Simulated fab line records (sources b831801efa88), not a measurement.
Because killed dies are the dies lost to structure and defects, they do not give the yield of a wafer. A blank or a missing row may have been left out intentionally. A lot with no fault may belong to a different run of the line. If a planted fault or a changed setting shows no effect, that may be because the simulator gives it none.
fab line records | flow sfq-line
[record] lots = 16 wafers = 48 last-day = 81
route steps=325 shown M1@59 JJ@180 M6@258 M7@292
lots that met no fault: from a run of the same line without faults
start-h: start of the lot's first displayed wafer, in hours after the record's first day | wait-h: how many hours have passed since the lot's step before this one | " same as the row above | L1.1+2: a row that stands for several wafers | - no value present, or no start provided | * or withheld: withheld | < > ~ a bound
route shown NAME@n: NAME is a module with steps in the file, n the number in the route of the first one | usual: mean and standard deviation over wafers with no fault | same: alike in all rows | chamber/n: place in a boat | sites: per-site readings | _std_site: the standard deviation of these | _edge_site: outer sites' mean less inner sites' | radius-mm: how far each site lies from the wafer's centre | mask NAME#n: copy n | behind: the last tool/chamber to shape the wafer | hold: why the lot went on hold/how many hours it stayed there/how the hold came to an end | device: the transistor (n, p or np) that didn't switch | end of line: tests of these same wafers at the route's end | where a step has no rows: the recipe by itself | killed: count of dies lost to structure and defects at first sort (not the wafer's yield) | map: a wafer's dies, x killed, . not, _ none there
set.NAME: the setting as run; set.NAME@STEP: as run at that earlier step | model.NAME: the simulator's own value behind a step, which no gauge read
the route's steps for a sample of lots (tables are steps, rows are wafers)
services: from which hour (start-h, from the record's first day; less than 0 if before it) a tool's chamber was out of use, for how many hours, and why
[[steps]]
[step SFQ_TRILAYER_M1_DEP_SPUTTER_037]
[recipe] material = Nb base-pressure-pa = 1.33e-06 chamber-pressure-pa = 0.1333 substrate-temp-c = 20 resputter-cathode-voltage-v = 400 target-thk-nm = 200 power-w = 2000 time-s = 133.3
[usual] throttle-valve-pct = 30.2/1.1
// columns lot.wafer tool chamber start-h wait-h throttle-valve-pct
L694.1 pvd-sputter-05 - 244.56 0.0 29.2
L694.2 " - " " 31.7
L694.3 " - " " 29.6
L695.2 pvd-sputter-05 - 248.18 0.0 30.2
L695.4 " - " " 31.9
L695.6 " - " " 29.2
L696.3 pvd-sputter-05 - 254.16 0.0 31.8
L696.4 " - " " 29.7
L696.6 " - " " 30.2
L697.1 pvd-sputter-05 - 260.16 0.0 30.2
L697.2 " - " " 29.9
L697.6 " - " " 30.1
L698.4 pvd-sputter-06 - 270.96 0.0 28.8
L698.5 " - " " 30.1
L698.6 " - " " 28.6
L699.3 pvd-sputter-03 - 274.56 0.0 32.6
L699.4 " - " " 29.5
L699.6 " - " " 32.3
L701.2 pvd-sputter-03 - 281.76 0.0 29.7
L701.3 " - " " 30.0
L701.4 " - " " 32.5
L702.4 pvd-sputter-06 - 292.14 0.0 31.0
L702.5 " - " " 29.2
L702.6 " - " " 28.7
L703.1 pvd-sputter-06 - 295.74 0.0 29.3
L703.3 " - " " 29.8
L703.6 " - " " 28.7
L704.2 pvd-sputter-05 - 332.94 0.0 29.5
L704.5 " - " " 30.1
L704.6 " - " " 29.7
L705.1 pvd-sputter-03 - 341.35 0.0 32.7
L705.3 " - " " 30.8
L705.4 " - " " 29.9
L706.3 pvd-sputter-06 - 352.14 0.0 29.3
L706.4 " - " " 28.6
L706.5 " - " " 31.4
L707.2 pvd-sputter-06 - 358.24 0.0 28.7
L707.4 " - " " 29.3
L707.5 " - " " 28.8
L708.2 pvd-sputter-06 - 365.24 0.0 29.2
L708.5 " - " " 29.4
L708.6 " - " " 28.8
L709.1 pvd-sputter-03 - 367.64 0.0 29.7
L709.5 " - " " 29.8
L709.6 " - " " 31.3
L710.3 pvd-sputter-03 - 412.36 0.0 29.7
L710.5 " - " " 30.0
L710.6 " - " " 31.3
[step SFQ_TRILAYER_JJ_TRILAYER_DEP_SPUTTER_110]
[recipe] material = Al base-pressure-pa = 1.33e-06 target-thk-nm = 8 power-w = 500 time-s = 10 chamber-pressure-pa = 0.4
[usual] throttle-valve-pct = 30.2/1.1
// columns lot.wafer tool chamber start-h wait-h throttle-valve-pct
L694.1 pvd-sputter-05 - 1119.25 0.0 30.0
L694.2 " - " " 29.0
L694.3 " - " " 31.8
L695.2 pvd-sputter-03 - 1122.83 0.0 30.9
L695.4 " - " " 30.2
L695.6 " - " " 32.5
L696.3 pvd-sputter-03 - 1137.23 0.0 31.1
L696.4 " - " " 30.1
L696.6 " - " " 32.4
L697.1 pvd-sputter-05 - 1143.23 0.0 31.9
L697.2 " - " " 29.0
L697.6 " - " " 30.1
L698.4 pvd-sputter-06 - 1146.83 0.0 29.3
L698.5 " - " " 28.8
L698.6 " - " " 30.1
L699.3 pvd-sputter-05 - 1149.23 0.0 29.5
L699.4 " - " " 30.1
L699.6 " - " " 29.9
L701.2 pvd-sputter-05 - 1152.83 0.0 29.1
L701.3 " - " " 29.9
L701.4 " - " " 31.6
L702.4 pvd-sputter-03 - 1156.43 0.0 29.9
L702.5 " - " " 31.1
L702.6 " - " " 31.9
L703.1 pvd-sputter-03 - 1160.03 0.0 31.2
L703.3 " - " " 29.4
L703.6 " - " " 29.8
L704.2 pvd-sputter-06 - 1161.86 0.0 30.0
L704.5 " - " " 28.8
L704.6 " - " " 29.6
L705.1 pvd-sputter-05 - 1212.13 0.0 31.7
L705.3 " - " " 29.9
L705.4 " - " " 29.5
L706.3 pvd-sputter-05 - 1222.66 0.0 31.8
L706.4 " - " " 29.1
L706.5 " - " " 29.7
L707.2 pvd-sputter-06 - 1228.66 0.0 28.9
L707.4 " - " " 31.3
L707.5 " - " " 29.3
L708.2 pvd-sputter-06 - 1238.36 0.0 29.4
L708.5 " - " " 31.3
L708.6 " - " " 29.4
L709.1 pvd-sputter-06 - 1244.36 0.0 28.7
L709.5 " - " " 29.0
L709.6 " - " " 30.2
L710.3 pvd-sputter-05 - 1303.51 0.0 30.0
L710.5 " - " " 32.0
L710.6 " - " " 29.5
[step SFQ_TRILAYER_M6_LITHO_EXPOSE_160]
[recipe] mask-id = M6 na = 0.6 source-shape = conventional sigma-outer = 0.65 target-cd-nm = 500 dose-mj = 14.4
[usual] exposure-dose-mJ-cm2 = 14.398/0.017 focus-offset-nm = 0.0/0.51
[same] sigma-outer = 0.65
// columns lot.wafer tool chamber start-h wait-h mask exposure-dose-mJ-cm2 focus-offset-nm
L694.1 krf-scanner-01 0 1586.18 - M6#0 14.390 0.1
L694.2 " 0 " " M6#0 14.377 -0.3
L694.3 " 0 " " M6#0 14.418 -0.6
L695.2 krf-scanner-01 0 1593.23 - M6#0 14.419 0.3
L695.4 " 0 " " M6#0 14.369 0.6
L695.6 " 0 " " M6#0 14.376 -0.8
L696.3 krf-scanner-01 0 1629.85 - M6#0 14.407 -1.4
L696.4 " 0 " " M6#0 14.402 -0.6
L696.6 " 0 " " M6#0 14.431 -0.6
L697.1 krf-scanner-01 0 1633.05 - M6#0 14.402 0.6
L697.2 " 0 " " M6#0 14.392 0.2
L697.6 " 0 " " M6#0 14.399 -0.2
L698.4 krf-scanner-01 0 1637.27 - M6#0 14.402 0.8
L698.5 " 0 " " M6#0 14.416 0.6
L698.6 " 0 " " M6#0 14.411 0.8
L699.3 krf-scanner-01 0 1638.27 - M6#0 14.409 0.7
L699.4 " 0 " " M6#0 14.402 -0.4
L699.6 " 0 " " M6#0 14.376 -0.1
L701.2 krf-scanner-01 0 1642.87 - M6#0 14.372 0.6
L701.3 " 0 " " M6#0 14.376 0.0
L701.4 " 0 " " M6#0 14.355 0.9
L702.4 krf-scanner-01 0 1651.67 - M6#0 14.398 0.7
L702.5 " 0 " " M6#0 14.378 0.0
L702.6 " 0 " " M6#0 14.409 0.3
L703.1 krf-scanner-01 0 1655.87 - M6#0 14.365 -0.4
L703.3 " 0 " " M6#0 14.380 0.2
L703.6 " 0 " " M6#0 14.368 0.0
L704.2 krf-scanner-01 0 1657.27 - M6#0 14.415 -0.3
L704.5 " 0 " " M6#0 14.403 -0.5
L704.6 " 0 " " M6#0 14.420 -0.5
L705.1 krf-scanner-01 0 1693.90 - M6#0 14.419 0.4
L705.3 " 0 " " M6#0 14.412 0.1
L705.4 " 0 " " M6#0 14.399 -1.1
L706.3 krf-scanner-01 0 1702.70 - M6#0 14.378 -1.1
L706.4 " 0 " " M6#0 14.392 -0.1
L706.5 " 0 " " M6#0 14.371 -0.1
L707.2 krf-scanner-01 0 1704.90 - M6#0 9.916 0.1
L707.4 " 0 " " M6#0 9.911 -0.2
L707.5 " 0 " " M6#0 9.901 0.1
L708.2 krf-scanner-01 0 1706.10 - M6#0 9.935 0.8
L708.5 " 0 " " M6#0 9.931 -0.1
L708.6 " 0 " " M6#0 9.928 0.5
L709.1 krf-scanner-01 0 1708.30 - M6#0 9.934 0.0
L709.5 " 0 " " M6#0 9.926 0.4
L709.6 " 0 " " M6#0 9.954 0.8
L710.3 krf-scanner-01 0 1711.10 - M6#0 9.915 0.3
L710.5 " 0 " " M6#0 9.912 0.1
L710.6 " 0 " " M6#0 9.915 -0.1
[step SFQ_TRILAYER_M7_BARC_OPEN_METAL_ETCH_229]
[recipe] mask-material = PR chemistry = O2 target-depth-nm = 125 target = BARC icp-w = 600 bias-w = 80 pressure-mtorr = 10 time-s = 41.7
[usual] bias-w = 80.00/0.23 drypump-motor-current-A = 5.8/0.5 oes-product-au = 0.685/0.0049
// columns lot.wafer tool chamber start-h wait-h bias-w drypump-motor-current-A oes-product-au rf-hours-counter-h
L694.1 rie-metal-02 1 1659.80 0.0 79.87 5.6 0.687 35
L694.2 " 0 " " 80.46 6.5 0.686 88
L694.3 " 1 " " 79.99 5.5 0.681 -
L695.2 rie-metal-03 1 1663.40 0.0 79.76 5.0 0.679 74
L695.4 " 1 " " 79.73 5.0 0.687 -
L695.6 " 0 " " 80.27 6.0 0.687 -
L696.3 rie-metal-02 0 1689.46 0.0 79.64 6.4 0.687 -
L696.4 " 1 " " 79.64 5.6 0.679 -
L696.6 " 1 " " 80.21 5.6 0.679 -
L697.1 rie-metal-03 0 1693.04 0.0 79.92 6.0 0.692 55
L697.2 " 1 " " 79.75 5.0 0.691 80
L697.6 " 1 " " 79.48 5.0 0.678 -
L698.4 rie-metal-01 0 1699.06 0.0 80.07 6.1 0.685 -
L698.5 " 1 " " 79.97 5.5 0.681 -
L698.6 " 0 " " 79.82 6.1 0.688 -
L699.3 rie-metal-03 0 1705.06 0.0 80.12 6.1 0.687 -
L699.4 " 1 " " 80.10 4.9 0.691 -
L699.6 " 0 " " 79.92 6.1 0.678 -
L701.2 rie-metal-02 1 1718.04 0.0 79.55 5.6 0.683 45
L701.3 " 0 " " 80.02 6.4 0.691 -
L701.4 " 1 " " 79.59 5.6 0.683 -
L702.4 rie-metal-02 0 1722.86 0.0 79.90 6.4 0.681 -
L702.5 " 0 " " 80.25 6.5 0.687 -
L702.6 " 1 " " 80.18 5.6 0.689 -
L703.1 rie-metal-03 0 1726.44 0.0 79.92 6.0 0.690 64
L703.3 " 0 " " 80.19 6.0 0.681 -
L703.6 " 1 " " 79.89 4.9 0.689 -
L704.2 rie-metal-03 0 1728.84 0.0 79.69 6.0 0.681 65
L704.5 " 0 " " 79.96 6.1 0.675 -
L704.6 " 1 " " 80.10 5.0 0.686 -
L705.1 rie-metal-02 0 1754.03 0.0 80.24 6.4 0.689 104
L705.3 " 1 " " 79.64 5.6 0.683 -
L705.4 " 0 " " 80.20 6.4 0.686 -
L706.3 rie-metal-01 0 1759.60 0.0 80.06 6.1 0.688 -
L706.4 " 1 " " 79.75 5.5 0.685 -
L706.5 " 0 " " 79.86 6.1 0.688 -
L707.2 rie-metal-03 0 1765.68 0.0 80.21 6.1 0.682 71
L707.4 " 0 " " 80.06 6.0 0.685 -
L707.5 " 0 " " 80.13 6.1 0.683 -
L708.2 rie-metal-02 0 1766.88 0.0 80.28 6.4 0.688 106
L708.5 " 0 " " 80.06 6.4 0.689 -
L708.6 " 1 " " 80.03 5.6 0.691 -
L709.1 rie-metal-03 0 1768.08 0.0 80.03 6.0 0.681 72
L709.5 " 1 " " 79.55 4.9 0.683 -
L709.6 " 0 " " 79.82 6.1 0.682 -
L710.3 rie-metal-01 0 1774.10 0.0 79.78 6.1 0.693 -
L710.5 " 1 " " 80.08 5.5 0.688 -
L710.6 " 0 " " 79.96 6.1 0.684 -
[[services]]
// columns tool chamber start-h hours kind
krf-scanner-01 - 284.07 4.4 pm
krf-scanner-01 - 288.86 0.4 repair
krf-scanner-01 - 352.04 1.3 pm
krf-scanner-01 - 360.54 1.0 pm
krf-scanner-01 - 369.59 1.6 repair
krf-scanner-01 - 385.12 24.0 repair
krf-scanner-01 - 404.05 1.6 repair
krf-scanner-01 - 528.67 1.3 pm
krf-scanner-01 - 529.97 1.0 pm
krf-scanner-01 - 544.96 0.3 repair
krf-scanner-01 - 576.47 0.8 pm
krf-scanner-01 - 679.43 7.2 pm
krf-scanner-01 - 690.23 3.6 pm
krf-scanner-01 - 698.59 1.0 pm
krf-scanner-01 - 704.39 1.3 pm
krf-scanner-01 - 739.33 39.2 repair
krf-scanner-01 - 754.37 0.2 repair
krf-scanner-01 - 778.55 0.8 pm
krf-scanner-01 - 781.53 1.3 repair
krf-scanner-01 - 788.31 1.0 repair
krf-scanner-01 - 846.75 0.6 repair
krf-scanner-01 - 866.65 1.0 pm
krf-scanner-01 - 872.45 4.0 pm
krf-scanner-01 - 880.20 1.3 pm
[[key]]
[first-sign] step = SFQ_TRILAYER_M6_LITHO_EXPOSE_160 reading = exposure-dose-mJ-cm2 direction = down sigmas = 99+ usual = 14.398 struck = 9.923
effect none on later readings
met-at SFQ_TRILAYER_M6_LITHO_EXPOSE_160
struck-lots L707,L708,L709,L710
not-acting-at SFQ_TRILAYER_M1_DEP_SPUTTER_037,SFQ_TRILAYER_JJ_TRILAYER_DEP_SPUTTER_110,SFQ_TRILAYER_M7_BARC_OPEN_METAL_ETCH_229
[fault] kind = process-parameter-drift tool = krf-scanner-01 chamber = - onset-h = 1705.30 steps = SFQ_TRILAYER_M6_LITHO_EXPOSE_160 channel = dose-mj offset = -4.4792 shape = step acts-in = these-recipes-only stated = 14.4
